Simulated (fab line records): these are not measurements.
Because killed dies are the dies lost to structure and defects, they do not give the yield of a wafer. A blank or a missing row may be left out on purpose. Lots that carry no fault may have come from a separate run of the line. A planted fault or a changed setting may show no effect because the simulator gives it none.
8D (eight disciplines) problem report, filled in by code	flow gf180mcu	the parts of the form that need people (team, actions taken, sign-off) are left out

## 1. THE ISSUE
Across 9 wafers from 3 lots, NWELL_TW at GF_NWELL_TW_MEAS_11 averages 1909, while fault-free wafers read 1554 with a standard deviation of 19. That is +19 standard deviations from the usual mean.
Seen first at day 4 15:02 on film_metro-03, wafer L790.2. The record has a number at this step for 36 wafers belonging to 12 lots. Rule for "out", or "out of limits": more than 4 standard deviations from the usual mean. The other wafers with a number count as sound.

## 2. WHAT IT IS; WHAT IT IS NOT
question	is	is not
which readings at this step	NWELL_TW	-
which lots	L790, L792, L795	L785, L786, L787, L789, L798, L803, L805, L806, L807
which wafers of those lots	all that have a number	-
read on which gauges	film_metro-01, film_metro-03	film_metro-02
when	from day 4 15:02	up to then (12 sound wafers); but 15 sound wafers of L798, L803, L805, L806, L807 came after

## 3. WHAT RULES OUT EACH SUSPECT
Counting: a tool stays on the suspect list if, at a process step up to the reading, it processed all lots that are out and no sound lot following the first of them.
- ruled out: the gauge at GF_NWELL_TW_MEAS_11. The wafers that are out were read on 2 gauges (film_metro-01, film_metro-03).
- implanter-04 at GF_NWELL_IMPLANT_09: ruled out as a lasting fault. The sound lots L805, L807 went through it after L790, its earliest lot that is out (day 4 14:48).
Left after counting: nothing in the record.

## 4. THE CAUSE (what the simulator had put in)
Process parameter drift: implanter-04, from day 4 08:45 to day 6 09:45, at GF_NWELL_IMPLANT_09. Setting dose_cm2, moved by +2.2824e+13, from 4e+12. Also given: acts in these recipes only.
It was ruled out by counting, in error; the rule expects a fault to strike all lots run on its tool from its start on, and this fault did not.

## 5. THE EFFECT CHAIN, in route order
Rows list readings where the struck wafers' mean (over those with a number) sits beyond 3 standard deviations from the usual. Only readings whose record carries a usual standard deviation are examined. hours: median over the lots of the time between each lot's start at the first step of this table that gives one and its start at this step. sigmas: the change, counted in usual standard deviations.
hours	step	reading	usual	on struck wafers	change	sigmas
0	GF_NWELL_IMPLANT_09	dose_ions_cm2	4e+12	3e+13	+2e+13	+99 or more
0	GF_NWELL_IMPLANT_09	faraday_current_uA	22.5	150.3	+127.8	+99 or more
0	GF_NWELL_TW_MEAS_11	NWELL_TW	1554	1909	+355	+19
107	GF_VT_IMPLANT_RS_MEAS_47	NWELL_RS	487.8 ohm/sq	309.2	-178.6	-99 or more
Its process steps:
- GF_NWELL_IMPLANT_09
At these later measuring or inspecting steps, every struck wafer for which the step has a row has a number for every such reading, and none has moved that far: GF_VT_IMPLANT_OVL_MEAS_29, GF_POLY_GATE_OVL_MEAS_11.

## 6. WHAT WOULD HAVE CAUGHT IT SOONER
The first out-of-limits reading at a measuring or inspecting step in this record came at day 4 15:02, 6 hours after the fault's start at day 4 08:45.
The tool's own readings at GF_NWELL_IMPLANT_09 were out on every struck wafer that the step has a row for (dose_ions_cm2, faraday_current_uA): an alarm limit on them would have fired on the first of those.
